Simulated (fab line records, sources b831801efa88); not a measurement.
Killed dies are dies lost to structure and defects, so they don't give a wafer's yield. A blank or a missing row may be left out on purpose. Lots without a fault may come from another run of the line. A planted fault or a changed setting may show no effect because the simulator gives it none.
fab line records | flow gf180mcu
record lots=24 wafers=72 last_day=34
route steps=602 shown NWELL@53 NSD@242 CONTACT@292 M1@319 V2@404 V4@481
lots that met no fault: from a run of the same line without faults
start_h: hours from the record's first day to the start of the lot's first wafer shown | wait_h: hours since the lot's step before | " the same as in the row above | L1.1+2: a row that stands for several wafers | - no value, or no start given | * or withheld: withheld | < > ~ a bound
route shown NAME@n: a module of which the file shows steps, and the number in the route of the first | usual: mean/standard deviation of fault-free wafers | same: alike in all rows | chamber/n: place in a boat | sites: the reading at each site | _std_site: their standard deviation | _edge_site: outer sites' mean less inner sites' | radius_mm: how far each site lies from the wafer's centre | mask NAME#n: copy n | behind: the tool/chamber that last shaped the wafer | hold: why the lot was held/for how many hours/how that ended | device: the transistor (n, p or np) that didn't switch | end of line: the same wafers' tests at the end of the route | a step without rows: its recipe alone | killed: dies lost to structure and defects at the first sort, not the wafer's yield | map: a wafer's dies, x killed, . not, _ none there
set.NAME: the setting as run; set.NAME@STEP: as run at that earlier step | model.NAME: the simulator's own value behind a step, which no gauge read
steps of the route over a sample of lots; a table a step, a row a wafer
services: from which hour (start_h, from the record's first day; less than 0 if before it) a tool's chamber was out of use, for how many hours, and why
## steps
# step GF_NWELL_TW_MEAS_11
# usual NWELL_TW=1554/12
# columns lot.wafer tool chamber start_h wait_h NWELL_TW
L074.2 film_metro-01 - 55.04 0.1 1544
L074.4 " - " " 1545
L074.6 " - " " 1543
L075.1 film_metro-02 - 60.83 0.1 1558
L075.3 " - " " 1562
L075.6 " - " " 1549
L076.3 film_metro-02 - 68.34 0.1 1556
L076.5 " - " " 1562
L076.6 " - " " 1555
L077.1 film_metro-03 - 75.07 0.1 1561
L077.2 " - " " 1564
L077.4 " - " " 1569
L078.2 film_metro-02 - 81.39 0.1 1549
L078.5 " - " " 1544
L078.6 " - " " 1539
L079.3 film_metro-03 - 85.41 0.1 1571
L079.4 " - " " 1568
L079.5 " - " " 1573
L080.2 film_metro-03 - 89.38 0.1 1560
L080.4 " - " " 1560
L080.6 " - " " 1558
L081.1 film_metro-02 - 98.54 0.1 1554
L081.2 " - " " 1564
L081.5 " - " " 1553
L082.2 film_metro-03 - 101.08 0.1 1559
L082.3 " - " " 1567
L082.4 " - " " 1566
L083.1 film_metro-03 - 105.47 0.1 1558
L083.4 " - " " 1566
L083.5 " - " " 1568
L084.1 film_metro-02 - 108.99 0.1 1548
L084.4 " - " " 1544
L084.5 " - " " 1546
L085.1 film_metro-02 - 117.98 0.1 1561
L085.2 " - " " 1540
L085.4 " - " " 1552
L086.1 film_metro-01 - 124.09 0.1 1549
L086.4 " - " " 1546
L086.5 " - " " 1551
L087.3 film_metro-02 - 125.79 0.1 1538
L087.4 " - " " 1537
L087.5 " - " " 1538
L088.1 film_metro-03 - 129.94 0.1 1572
L088.3 " - " " 1577
L088.6 " - " " 1573
L089.1 film_metro-01 - 137.38 0.1 1539
L089.3 " - " " 1539
L089.5 " - " " 1551
L090.3 film_metro-01 - 142.96 0.1 1551
L090.5 " - " " 1545
L090.6 " - " " 1550
L091.1 film_metro-01 - 148.87 0.1 1540
L091.2 " - " " 1542
L091.6 " - " " 1540
L092.1 film_metro-02 - 155.79 0.1 1556
L092.2 " - " " 1560
L092.6 " - " " 1556
L093.1 film_metro-03 - 159.03 0.1 1573
L093.3 " - " " 1571
L093.5 " - " " 1573
L094.1 film_metro-03 - 165.29 0.1 1557
L094.4 " - " " 1568
L094.6 " - " " 1567
L095.1 film_metro-01 - 170.82 0.1 1538
L095.4 " - " " 1530
L095.6 " - " " 1529
L096.1 film_metro-01 - 175.09 0.1 1539
L096.4 " - " " 1545
L096.5 " - " " 1532
L097.2 film_metro-02 - 181.39 0.1 1541
L097.3 " - " " 1558
L097.4 " - " " 1547
# step GF_NSD_CD_MEAS_07
# recipe target_cd_nm=400
# usual cd_nm=400.7/2.7
# columns lot.wafer tool chamber start_h wait_h cd_nm
L074.2 cd_sem-01 - 290.42 0.1 402.5
L074.4 " - " " 402.0
L074.6 " - " " 401.3
L075.1 cd_sem-02 - 299.19 0.1 398.4
L075.3 " - " " 397.9
L075.6 " - " " 397.2
L076.3 cd_sem-01 - 314.42 0.1 401.4
L076.5 " - " " 402.5
L076.6 " - " " 401.5
L077.1 cd_sem-01 - 326.33 0.1 402.6
L077.2 " - " " 404.0
L077.4 " - " " 400.5
L078.2 cd_sem-02 - 330.35 0.1 401.9
L078.5 " - " " 404.2
L078.6 " - " " 403.2
L079.3 cd_sem-02 - 341.93 0.1 400.9
L079.4 " - " " 400.1
L079.5 " - " " 401.2
L080.2 cd_sem-01 - 348.65 0.1 398.0
L080.4 " - " " 398.6
L080.6 " - " " 398.0
L081.1 cd_sem-01 - 362.75 0.1 401.0
L081.2 " - " " 403.3
L081.5 " - " " 402.4
L082.2 cd_sem-01 - 363.07 0.1 405.7
L082.3 " - " " 405.3
L082.4 " - " " 405.6
L083.1 cd_sem-02 - 367.98 0.1 396.6
L083.4 " - " " 396.7
L083.5 " - " " 397.6
L084.1 cd_sem-02 - 375.35 0.1 396.4
L084.4 " - " " 400.1
L084.5 " - " " 400.0
L085.1 cd_sem-01 - 385.74 0.1 396.8
L085.2 " - " " 400.1
L085.4 " - " " 399.6
L086.1 cd_sem-01 - 396.04 0.1 401.4
L086.4 " - " " 403.7
L086.5 " - " " 402.2
L087.3 cd_sem-02 - 404.52 0.1 400.8
L087.4 " - " " 403.1
L087.5 " - " " 401.1
L088.1 cd_sem-02 - 410.35 0.1 399.0
L088.3 " - " " 399.9
L088.6 " - " " 400.1
L089.1 cd_sem-01 - 420.50 0.1 401.9
L089.3 " - " " 403.1
L089.5 " - " " 402.4
L090.3 cd_sem-01 - 431.32 0.1 404.1
L090.5 " - " " 403.3
L090.6 " - " " 402.0
L091.1 cd_sem-01 - 436.73 0.1 398.3
L091.2 " - " " 399.0
L091.6 " - " " 398.2
L092.1 cd_sem-01 - 449.25 0.1 405.3
L092.2 " - " " 405.3
L092.6 " - " " 404.0
L093.1 cd_sem-01 - 452.43 0.1 396.0
L093.3 " - " " 396.2
L093.5 " - " " 396.4
L094.1 cd_sem-02 - 466.75 0.1 403.5
L094.4 " - " " 402.0
L094.6 " - " " 403.7
L095.1 cd_sem-01 - 473.28 0.1 392.4
L095.4 " - " " 395.1
L095.6 " - " " 395.7
L096.1 cd_sem-01 - 478.18 0.1 402.7
L096.4 " - " " 404.3
L096.5 " - " " 401.0
L097.2 cd_sem-01 - 481.17 0.1 400.5
L097.3 " - " " 398.8
L097.4 " - " " 398.7
# step GF_CONTACT_BOW_MEAS_05
# recipe mode=bow
# usual CONTACT_BOW=65/7.1
# columns lot.wafer tool chamber start_h wait_h CONTACT_BOW[um]
L074.2 film_metro-03 - 333.26 0.2 61
L074.4 " - " " 72
L074.6 " - " " 58
L075.1 film_metro-01 - 343.16 0.1 60
L075.3 " - " " 61
L075.6 " - " " 61
L076.3 film_metro-01 - 359.98 0.3 65
L076.5 " - " " 63
L076.6 " - " " 60
L077.1 film_metro-02 - 371.80 0.1 59
L077.2 " - " " 58
L077.4 " - " " 69
L078.2 film_metro-01 - 377.21 0.2 80
L078.5 " - " " 67
L078.6 " - " " 59
L079.3 film_metro-03 - 388.88 0.1 63
L079.4 " - " " 67
L079.5 " - " " 55
L080.2 film_metro-02 - 396.26 0.3 58
L080.4 " - " " 70
L080.6 " - " " 57
L081.1 film_metro-02 - 411.15 0.1 71
L081.2 " - " " 71
L081.5 " - " " 83
L082.2 film_metro-02 - 411.47 0.2 59
L082.3 " - " " 72
L082.4 " - " " 70
L083.1 film_metro-01 - 416.37 0.1 62
L083.4 " - " " 62
L083.5 " - " " 68
L084.1 film_metro-01 - 425.02 0.2 61
L084.4 " - " " 67
L084.5 " - " " 74
L085.1 film_metro-02 - 435.16 0.2 69
L085.2 " - " " 70
L085.4 " - " " 61
L086.1 film_metro-02 - 447.05 0.2 57
L086.4 " - " " 63
L086.5 " - " " 50
L087.3 film_metro-02 - 455.42 0.1 63
L087.4 " - " " 68
L087.5 " - " " 71
L088.1 film_metro-02 - 461.69 0.2 63
L088.3 " - " " 53
L088.6 " - " " 53
L089.1 film_metro-02 - 471.77 0.2 63
L089.3 " - " " 61
L089.5 " - " " 56
L090.3 film_metro-02 - 482.86 0.1 61
L090.5 " - " " 68
L090.6 " - " " 65
L091.1 film_metro-03 - 488.50 0.1 69
L091.2 " - " " 61
L091.6 " - " " 72
L092.1 film_metro-03 - 499.90 0.2 63
L092.2 " - " " 69
L092.6 " - " " 60
L093.1 film_metro-01 - 503.28 0.1 66
L093.3 " - " " 53
L093.5 " - " " 69
L094.1 film_metro-02 - 517.15 0.2 64
L094.4 " - " " 59
L094.6 " - " " 70
L095.1 film_metro-02 - 523.57 0.2 52
L095.4 " - " " 61
L095.6 " - " " 59
L096.1 film_metro-02 - 527.36 0.2 63
L096.4 " - " " 68
L096.5 " - " " 55
L097.2 film_metro-02 - 530.42 0.1 66
L097.3 " - " " 51
L097.4 " - " " 65
# step GF_M1_SPUTTER_04
# recipe material=TiN target_thk_nm=50 power_w=6500 time_s=41.7 chamber_pressure_pa=0.4
# usual throttle_valve_pct=29.2/0.91
# columns lot.wafer tool chamber start_h wait_h throttle_valve_pct
L074.2 pvd_sputter-03 - 355.73 0.0 28.8
L074.4 " - " " 29.3
L074.6 " - " " 30.8
L075.1 pvd_sputter-03 - 366.12 0.0 28.8
L075.3 " - " " 30.6
L075.6 " - " " 28.9
L076.3 pvd_sputter-01 - 384.08 0.0 30.7
L076.5 " - " " 29.2
L076.6 " - " " 30.4
L077.1 pvd_sputter-04 - 395.95 0.0 28.6
L077.2 " - " " 29.1
L077.4 " - " " 30.2
L078.2 pvd_sputter-01 - 401.57 0.0 28.9
L078.5 " - " " 29.4
L078.6 " - " " 30.4
L079.3 pvd_sputter-04 - 413.37 0.0 28.6
L079.4 " - " " 29.8
L079.5 " - " " 29.7
L080.2 pvd_sputter-04 - 421.60 0.0 29.8
L080.4 " - " " 29.1
L080.6 " - " " 30.0
L081.1 pvd_sputter-01 - 436.45 0.0 27.0
L081.2 " - " " 29.3
L081.5 " - " " 27.2
L082.2 pvd_sputter-03 - 436.57 0.0 28.9
L082.3 " - " " 29.1
L082.4 " - " " 30.6
L083.1 pvd_sputter-03 - 441.92 0.0 28.8
L083.4 " - " " 30.9
L083.5 " - " " 30.5
L084.1 pvd_sputter-01 - 451.88 0.0 29.4
L084.4 " - " " 30.5
L084.5 " - " " 27.6
L085.1 pvd_sputter-04 - 461.03 0.0 28.5
L085.2 " - " " 29.4
L085.4 " - " " 29.8
L086.1 pvd_sputter-01 - 473.52 0.0 29.5
L086.4 " - " " 30.2
L086.5 " - " " 27.4
L087.3 pvd_sputter-03 - 481.44 0.0 30.9
L087.4 " - " " 28.7
L087.5 " - " " 29.4
L088.1 pvd_sputter-01 - 487.14 0.0 28.6
L088.3 " - " " 27.5
L088.6 " - " " 27.5
L089.1 pvd_sputter-03 - 496.73 0.0 29.7
L089.3 " - " " 28.9
L089.5 " - " " 28.9
L090.3 pvd_sputter-03 - 507.97 0.0 28.8
L090.5 " - " " 28.9
L090.6 " - " " 30.5
L091.1 pvd_sputter-03 - 514.36 0.0 28.8
L091.2 " - " " 29.1
L091.6 " - " " 29.6
L092.1 pvd_sputter-01 - 525.26 0.0 27.3
L092.2 " - " " 29.2
L092.6 " - " " 29.4
L093.1 pvd_sputter-04 - 527.66 0.0 29.1
L093.3 " - " " 29.7
L093.5 " - " " 29.1
L094.1 pvd_sputter-04 - 541.40 0.0 28.8
L094.4 " - " " 29.9
L094.6 " - " " 30.0
L095.1 pvd_sputter-01 - 548.18 0.0 28.7
L095.4 " - " " 30.4
L095.6 " - " " 28.8
L096.1 pvd_sputter-01 - 552.60 0.0 27.5
L096.4 " - " " 29.4
L096.5 " - " " 30.5
L097.2 pvd_sputter-01 - 554.91 0.0 27.6
L097.3 " - " " 30.4
L097.4 " - " " 29.4
# step GF_V2_SPUTTER_22
# recipe material=TiN target_thk_nm=10 chamber_pressure_pa=5 power_w=4000 time_s=40
# usual throttle_valve_pct=29.3/0.79
# columns lot.wafer tool chamber start_h wait_h throttle_valve_pct
L074.2 pvd_sputter-04 - 455.36 0.0 29.7
L074.4 " - " " 28.8
L074.6 " - " " 29.1
L075.1 pvd_sputter-01 - 465.67 0.0 30.4
L075.3 " - " " 27.6
L075.6 " - " " 28.7
L076.3 pvd_sputter-04 - 483.87 0.0 28.7
L076.5 " - " " 30.1
L076.6 " - " " 29.9
L077.1 pvd_sputter-02 - 497.45 0.0 28.9
L077.2 " - " " 30.6
L077.4 " - " " 29.1
L078.2 pvd_sputter-02 - 503.02 0.0 29.0
L078.5 " - " " 28.7
L078.6 " - " " 29.3
L079.3 pvd_sputter-02 - 515.06 0.0 29.6
L079.4 " - " " 30.7
L079.5 " - " " 28.6
L080.2 pvd_sputter-01 - 523.66 0.0 28.7
L080.4 " - " " 29.4
L080.6 " - " " 29.2
L081.1 pvd_sputter-04 - 537.86 0.0 28.5
L081.2 " - " " 29.5
L081.5 " - " " 28.7
L082.2 pvd_sputter-01 - 538.33 0.0 30.6
L082.3 " - " " 29.4
L082.4 " - " " 28.7
L083.1 pvd_sputter-02 - 543.22 0.0 29.6
L083.4 " - " " 30.9
L083.5 " - " " 28.7
L084.1 pvd_sputter-02 - 549.45 0.0 29.6
L084.4 " - " " 30.6
L084.5 " - " " 30.5
L085.1 pvd_sputter-01 - 559.67 0.0 27.3
L085.2 " - " " 29.1
L085.4 " - " " 28.7
L086.1 pvd_sputter-02 - 570.72 0.0 29.8
L086.4 " - " " 28.7
L086.5 " - " " 30.1
L087.3 pvd_sputter-04 - 577.40 0.0 30.0
L087.4 " - " " 28.5
L087.5 " - " " 28.9
L088.1 pvd_sputter-04 - 582.22 0.0 29.7
L088.3 " - " " 30.0
L088.6 " - " " 29.8
L089.1 pvd_sputter-04 - 592.15 0.0 30.3
L089.3 " - " " 29.8
L089.5 " - " " 29.0
L090.3 pvd_sputter-04 - 602.91 0.0 29.3
L090.5 " - " " 29.2
L090.6 " - " " 30.1
L091.1 pvd_sputter-04 - 607.35 0.0 28.8
L091.2 " - " " 29.7
L091.6 " - " " 29.8
L092.1 pvd_sputter-02 - 617.01 0.0 29.0
L092.2 " - " " 28.4
L092.6 " - " " 30.5
L093.1 pvd_sputter-01 - 621.12 0.0 28.5
L093.3 " - " " 29.4
L093.5 " - " " 28.7
L094.1 pvd_sputter-01 - 631.09 0.0 29.5
L094.4 " - " " 28.7
L094.6 " - " " 30.4
L095.1 pvd_sputter-01 - 637.84 0.0 28.7
L095.4 " - " " 30.5
L095.6 " - " " 28.7
L096.1 pvd_sputter-04 - 642.01 0.0 29.2
L096.4 " - " " 29.9
L096.5 " - " " 29.0
L097.2 pvd_sputter-04 - 645.38 0.0 29.1
L097.3 " - " " 28.4
L097.4 " - " " 29.7
# step GF_V4_BOW_MEAS_05
# recipe mode=bow
# usual V4_BOW=133/9.6
# columns lot.wafer tool chamber start_h wait_h V4_BOW[um]
L074.2 film_metro-01 - 532.11 0.3 129
L074.4 " - " " 139
L074.6 " - " " 128
L075.1 film_metro-03 - 542.01 0.1 128
L075.3 " - " " 126
L075.6 " - " " 128
L076.3 film_metro-03 - 559.39 0.2 140
L076.5 " - " " 137
L076.6 " - " " 133
L077.1 film_metro-03 - 570.92 0.2 132
L077.2 " - " " 131
L077.4 " - " " 143
L078.2 film_metro-01 - 577.82 0.1 147
L078.5 " - " " 132
L078.6 " - " " 126
L079.3 film_metro-03 - 586.33 0.2 137
L079.4 " - " " 140
L079.5 " - " " 131
L080.2 film_metro-02 - 594.67 0.1 127
L080.4 " - " " 138
L080.6 " - " " 127
L081.1 film_metro-03 - 606.88 0.1 145
L081.2 " - " " 142
L081.5 " - " " 156
L082.2 film_metro-02 - 608.88 0.1 123
L082.3 " - " " 137
L082.4 " - " " 131
L083.1 film_metro-01 - 612.03 0.1 121
L083.4 " - " " 120
L083.5 " - " " 125
L084.1 film_metro-01 - 619.50 0.2 116
L084.4 " - " " 122
L084.5 " - " " 131
L085.1 film_metro-01 - 627.30 0.1 134
L085.2 " - " " 137
L085.4 " - " " 129
L086.1 film_metro-03 - 639.06 0.1 116
L086.4 " - " " 121
L086.5 " - " " 110
L087.3 film_metro-02 - 646.37 0.2 138
L087.4 " - " " 141
L087.5 " - " " 144
L088.1 film_metro-02 - 648.07 0.2 143
L088.3 " - " " 131
L088.6 " - " " 132
L089.1 film_metro-03 - 658.81 0.2 137
L089.3 " - " " 134
L089.5 " - " " 129
L090.3 film_metro-02 - 668.99 0.2 131
L090.5 " - " " 138
L090.6 " - " " 132
L091.1 film_metro-02 - 673.34 0.2 140
L091.2 " - " " 129
L091.6 " - " " 142
L092.1 film_metro-03 - 681.65 0.2 139
L092.2 " - " " 144
L092.6 " - " " 138
L093.1 film_metro-01 - 685.36 0.2 131
L093.3 " - " " 117
L093.5 " - " " 133
L094.1 film_metro-02 - 694.11 0.2 129
L094.4 " - " " 122
L094.6 " - " " 133
L095.1 film_metro-03 - 699.76 0.1 123
L095.4 " - " " 131
L095.6 " - " " 129
L096.1 film_metro-03 - 703.88 0.1 129
L096.4 " - " " 131
L096.5 " - " " 119
L097.2 film_metro-03 - 707.21 0.1 142
L097.3 " - " " 126
L097.4 " - " " 143
## services
# columns tool chamber start_h hours kind
pvd_sputter-01 - 338.51 1.3 repair
pvd_sputter-02 - 348.96 3.9 repair
pvd_sputter-02 - 393.99 6.8 repair
pvd_sputter-01 0 411.78 - consumable_replace:kit
pvd_sputter-01 0 411.78 18.0 scheduled_down
pvd_sputter-01 0 411.78 18.0 vent_cycle
pvd_sputter-03 - 467.61 10.1 repair
pvd_sputter-01 - 497.76 3.2 repair
pvd_sputter-02 - 508.32 3.8 repair
pvd_sputter-01 - 514.59 2.9 repair
pvd_sputter-03 - 535.00 60.1 repair
pvd_sputter-01 - 539.82 2.8 repair
pvd_sputter-04 - 542.78 23.0 repair
pvd_sputter-03 - 566.19 1.2 repair
pvd_sputter-01 3 578.25 - consumable_replace:kit
pvd_sputter-01 3 578.25 18.0 scheduled_down
pvd_sputter-01 3 578.25 18.0 vent_cycle
pvd_sputter-02 - 580.18 5.9 repair
pvd_sputter-03 - 597.70 2.3 repair
pvd_sputter-04 - 610.78 15.8 repair
pvd_sputter-04 0 634.30 - consumable_replace:kit
pvd_sputter-04 0 634.30 18.0 scheduled_down
pvd_sputter-04 0 634.30 18.0 vent_cycle
pvd_sputter-04 - 635.39 3.9 repair
## key
fault none
